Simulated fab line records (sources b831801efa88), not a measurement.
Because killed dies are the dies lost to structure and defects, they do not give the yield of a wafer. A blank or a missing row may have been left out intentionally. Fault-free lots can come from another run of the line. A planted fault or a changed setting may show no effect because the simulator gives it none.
Which tool is to blame? + flow gf180mcu + 11 lots with 31 wafers sampled at 5 steps, on a route of 602 steps

## WHAT EACH GAUGE READ, for each wafer
GF_STI_THK_MEAS_04. Usual: for STI_CVD_03_THK the level is 208.2 nm and the standard deviation is 2.
| lot  | measured    | on           | STI_CVD_03_THK (nm) | flag |
|------|-------------|--------------|---------------------|------|
| L763 | day 1 13:34 | filmMetro-04 | 205.1 204.1         |      |
| L764 | day 1 18:34 | filmMetro-04 | 209.3 211.0 208.6   |      |
| L766 | day 2 04:34 | filmMetro-04 | 207.0 207.7 209.3   |      |
| L769 | day 2 20:33 | filmMetro-01 | 209.3 209.1 209.6   |      |
| L774 | day 3 20:34 | filmMetro-04 | 244.8 241.6 243.1   | OFF  |
| L775 | day 4 02:53 | filmMetro-01 | 241.1 241.4 240.7   | OFF  |
| L781 | day 5 07:34 | filmMetro-04 | 207.8 207.8 208.5   |      |
| L782 | day 5 12:34 | filmMetro-04 | 211.2 211.2 211.7   |      |
| L783 | day 5 17:34 | filmMetro-01 | 210.7 210.9         |      |
| L784 | day 5 23:04 | filmMetro-04 | 206.2 206.6 209.0   |      |
| L786 | day 6 08:53 | filmMetro-02 | 205.0 205.5 205.2   |      |

GF_STI_CD_MEAS_12 targets a cd of 220 nm. Usual: cdNm 219.8 nm, standard deviation 1.3.
| lot  | measured    | on       | cdNm (nm)         | flag |
|------|-------------|----------|-------------------|------|
| L763 | day 2 00:25 | cdSem-01 | 218.2 218.6       |      |
| L764 | day 2 06:56 | cdSem-01 | 221.5 220.1 222.2 |      |
| L766 | day 2 16:50 | cdSem-01 | 221.8 220.8 220.8 |      |
| L769 | day 3 09:40 | cdSem-02 | 219.0 220.0 221.1 |      |
| L774 | day 4 10:16 | cdSem-01 | 218.6 220.3 219.5 |      |
| L775 | day 4 16:25 | cdSem-02 | 219.1 218.7 220.7 |      |
| L781 | day 5 22:26 | cdSem-02 | 219.4 220.6 218.8 |      |
| L782 | day 6 03:16 | cdSem-02 | 221.2 220.6 220.2 |      |
| L783 | day 6 08:28 | cdSem-02 | 219.2 218.3       |      |
| L784 | day 6 13:39 | cdSem-02 | 221.0 220.0 219.1 |      |
| L786 | day 6 23:36 | cdSem-01 | 217.3 218.4 218.5 |      |

GF_MVSD_OVL_MEAS_07. Usual: for MVSD_OVL the level is 0.1 nm and the standard deviation is 1.4.
| lot  | measured    | on         | MVSD_OVL (nm)  | flag |
|------|-------------|------------|----------------|------|
| L763 | day 4 10:22 | overlay-02 | 0.3 -0.2       |      |
| L764 | day 4 16:46 | overlay-02 | 1.6 0.7 0.8    |      |
| L766 | day 5 03:31 | overlay-02 | -1.1 -1.5 -1.3 |      |
| L769 | day 5 23:01 | overlay-02 | 2.0 0.5 -0.3   |      |
| L774 | day 7 02:10 | overlay-02 | 0.6 0.5 0.9    |      |
| L775 | day 7 10:25 | overlay-02 | 0.1 0.8 3.1    |      |
| L781 | day 8 20:10 | overlay-02 | 2.0 3.8 -0.2   |      |
| L782 | day 9 00:58 | overlay-01 | -1.3 -0.5 -2.3 |      |
| L783 | day 9 05:01 | overlay-02 | 1.6 1.4        |      |
| L784 | day 9 11:37 | overlay-01 | -0.6 -1.4 1.5  |      |
| L786 | day 9 23:10 | overlay-01 | 1.7 -0.8 0.8   |      |

## WHICH TOOL RAN EACH LOT (tool, then ch and the chambers of the sampled wafers, then the start)
| lot  | GF_STI_CVD_03              | GF_STI_ETCH_13                   |
|------|----------------------------|----------------------------------|
| L763 | lpcvd-01 ch 1, day 1 11:34 | rieDiel-03 ch 0,3, day 2 00:32   |
| L764 | lpcvd-02 ch 1, day 1 16:34 | rieDiel-03 ch 0,1,2, day 2 07:02 |
| L766 | lpcvd-02 ch 0, day 2 02:34 | rieDiel-03 ch 2,3, day 2 16:56   |
| L769 | lpcvd-02 ch 1, day 2 17:34 | rieDiel-02 ch 0,1,3, day 3 09:47 |
| L774 | lpcvd-01 ch 1, day 3 18:34 | rieDiel-02 ch 2,3, day 4 10:23   |
| L775 | lpcvd-01 ch 0, day 3 23:55 | rieDiel-01 ch 0,1,2, day 4 16:32 |
| L781 | lpcvd-02 ch 0, day 5 05:34 | rieDiel-03 ch 1,2, day 5 22:32   |
| L782 | lpcvd-02 ch 0, day 5 10:34 | rieDiel-02 ch 1,2,3, day 6 03:23 |
| L783 | lpcvd-02 ch 1, day 5 15:34 | rieDiel-03 ch 0,1, day 6 08:35   |
| L784 | lpcvd-02 ch 0, day 5 21:04 | rieDiel-03 ch 0,1,2, day 6 13:44 |
| L786 | lpcvd-02 ch 0, day 6 06:52 | rieDiel-01 ch 0,1, day 6 23:41   |
- GF_STI_CVD_03: deposits Si3N4 from DCS/NH3, target thk 207.16 nm, time 3551 s.
- GF_STI_ETCH_13: etches the open film in CHF3/O2, stops on Si, target depth 282.31 nm, time 112.9 s.

## AS READ BY THE TOOLS THEMSELVES (means over the sampled wafers that have a number; for cases with no such wafer, the mark the record gives instead)
GF_STI_CVD_03. Usual: spikeTcCentreC 770.5 C (standard deviation 1.1); spikeTcLowerC 770.5 C (standard deviation 0.89); spikeTcTopC 782.2 C (standard deviation 1.2); spikeTcUpperC 770.6 C (standard deviation 1.3); susceptorTempC 770.0 C (standard deviation 0.32); zonePowerLowerPct 12.6 % (standard deviation 1.2); zonePowerTopPct 27.2 % (standard deviation 2.6).
| lot  | tool     | spikeTcCentreC (C) | spikeTcLowerC (C) | spikeTcTopC (C) | spikeTcUpperC (C) | susceptorTempC (C) | zonePowerLowerPct (%) | zonePowerTopPct (%) | flag |
|------|----------|--------------------|-------------------|-----------------|-------------------|--------------------|-----------------------|---------------------|------|
| L763 | lpcvd-01 | 770.9              | 770.6             | 782.3           | 770.5             | 770.5              | 10.3                  | 31.1                |      |
| L764 | lpcvd-02 | 770.5              | 770.3             | 781.5           | 771.0             | 769.9              | 13.6                  | 28.1                |      |
| L766 | lpcvd-02 | 770.7              | 769.6             | 783.4           | 770.9             | 769.7              | 13.0                  | 26.0                |      |
| L769 | lpcvd-02 | 770.4              | 770.5             | 780.6           | 771.4             | 770.0              | 13.4                  | 28.5                |      |
| L774 | lpcvd-01 | 780.3              | 779.9             | 789.9           | 779.3             | 778.5              | 10.4                  | 31.5                | OFF  |
| L775 | lpcvd-01 | 778.1              | 779.0             | 789.4           | 778.3             | 778.2              | 13.8                  | 23.6                | OFF  |
| L781 | lpcvd-02 | 770.5              | 770.7             | 783.6           | 770.9             | 770.0              | 12.9                  | 26.2                |      |
| L782 | lpcvd-02 | 771.2              | 771.0             | 783.1           | 770.2             | 770.0              | 12.9                  | 25.9                |      |
| L783 | lpcvd-02 | 769.5              | 770.8             | 781.4           | 770.2             | 769.8              | 13.4                  | 28.4                |      |
| L784 | lpcvd-02 | 770.2              | 770.2             | 782.8           | 772.1             | 769.7              | 12.8                  | 26.0                |      |
| L786 | lpcvd-02 | 768.9              | 770.6             | 781.6           | 770.4             | 770.2              | 12.9                  | 25.9                |      |

GF_STI_ETCH_13. Usual: O2_flow_sccm 4.999 sccm, standard deviation 0.014; chamberPressureMTorr 40.00 mTorr, standard deviation 0.036; chf3FlowSccm 50.01 sccm, standard deviation 0.15; drypumpMotorCurrentA 5.7 A, standard deviation 0.38; oesProductAu 0.835 a.u., standard deviation 0.0063; throttleValvePct 8.811 %, standard deviation 0.0093.
| lot  | tool       | O2_flow_sccm (sccm) | chamberPressureMTorr (mTorr) | chf3FlowSccm (sccm) | drypumpMotorCurrentA (A) | oesProductAu (a.u.) | throttleValvePct (%) | flag |
|------|------------|---------------------|------------------------------|---------------------|--------------------------|---------------------|----------------------|------|
| L763 | rieDiel-03 | 4.972               | 39.98                        | 49.93               | 5.9                      | 0.827               | 8.810                |      |
| L764 | rieDiel-03 | 4.990               | 39.99                        | 50.07               | 5.4                      | 0.838               | 8.808                |      |
| L766 | rieDiel-03 | 5.009               | 39.98                        | 49.83               | 5.8                      | 0.829               | 8.821                |      |
| L769 | rieDiel-02 | 5.003               | 40.01                        | 49.88               | 5.8                      | 0.836               | 8.812                |      |
| L774 | rieDiel-02 | 4.996               | 40.03                        | 49.99               | 6.0                      | 0.911               | 8.831                | OFF  |
| L775 | rieDiel-01 | 4.984               | 40.00                        | 49.98               | 5.5                      | 0.909               | 8.837                | OFF  |
| L781 | rieDiel-03 | 5.001               | 40.00                        | 50.00               | 5.3                      | 0.838               | 8.815                |      |
| L782 | rieDiel-02 | 5.011               | 39.98                        | 49.95               | 5.9                      | 0.839               | 8.814                |      |
| L783 | rieDiel-03 | 5.000               | 39.97                        | 49.96               | 5.5                      | 0.839               | 8.818                |      |
| L784 | rieDiel-03 | 4.997               | 40.02                        | 49.96               | 5.4                      | 0.833               | 8.809                |      |
| L786 | rieDiel-01 | 5.007               | 40.00                        | 50.15               | 5.3                      | 0.829               | 8.815                |      |

## THE ANSWER, worked out from the rows above alone
Rule: a lot counts as off when the mean over its wafers that have a number is more than 3 standard deviations away from the usual mean. Also off: a lot with no number at a reading for which 4 or more lots have one. The other lots that the step has rows for count as sound. The gauges are gone through in route order, then the tools' own readings, and for those a lot's mean is taken as printed above. At the first step where some lot is off, the reading lying furthest off is the one used; lots without a number count as furthest.
Off: L774, L775, at GF_STI_THK_MEAS_04 (STI_CVD_03_THK).
A tool fits if, at a process step before that reading, it ran every lot that is off, and no sound lot after the first of them. Not tried: the gauges at GF_STI_THK_MEAS_04; whatever is off there is also off at GF_STI_CVD_03, on other tools, and gauge error can't account for it. One fits: lpcvd-01 at GF_STI_CVD_03. A fault onset in the window from L763 (day 1 11:34, its last sound lot) to L774 (day 3 18:34, its first lot off) fits.
The tool's own readings at GF_STI_CVD_03 bear it out: on the lots that are off they differ by more than 5 times the standard deviation of the sound lots' means. spikeTcCentreC reads 779.2 C there against 770.3 C on the sound lots; spikeTcLowerC reads 779.5 C there against 770.5 C on the sound lots; spikeTcTopC reads 789.6 C there against 782.3 C on the sound lots; spikeTcUpperC reads 778.8 C there against 770.8 C on the sound lots; susceptorTempC reads 778.4 C there against 770.0 C on the sound lots.

## WHAT THE SIMULATOR HAD INSERTED
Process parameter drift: lpcvd-01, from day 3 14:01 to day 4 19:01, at GF_STI_CVD_03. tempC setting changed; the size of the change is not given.
Shown lots that were struck: L774, L775. Same finding as the rule above.
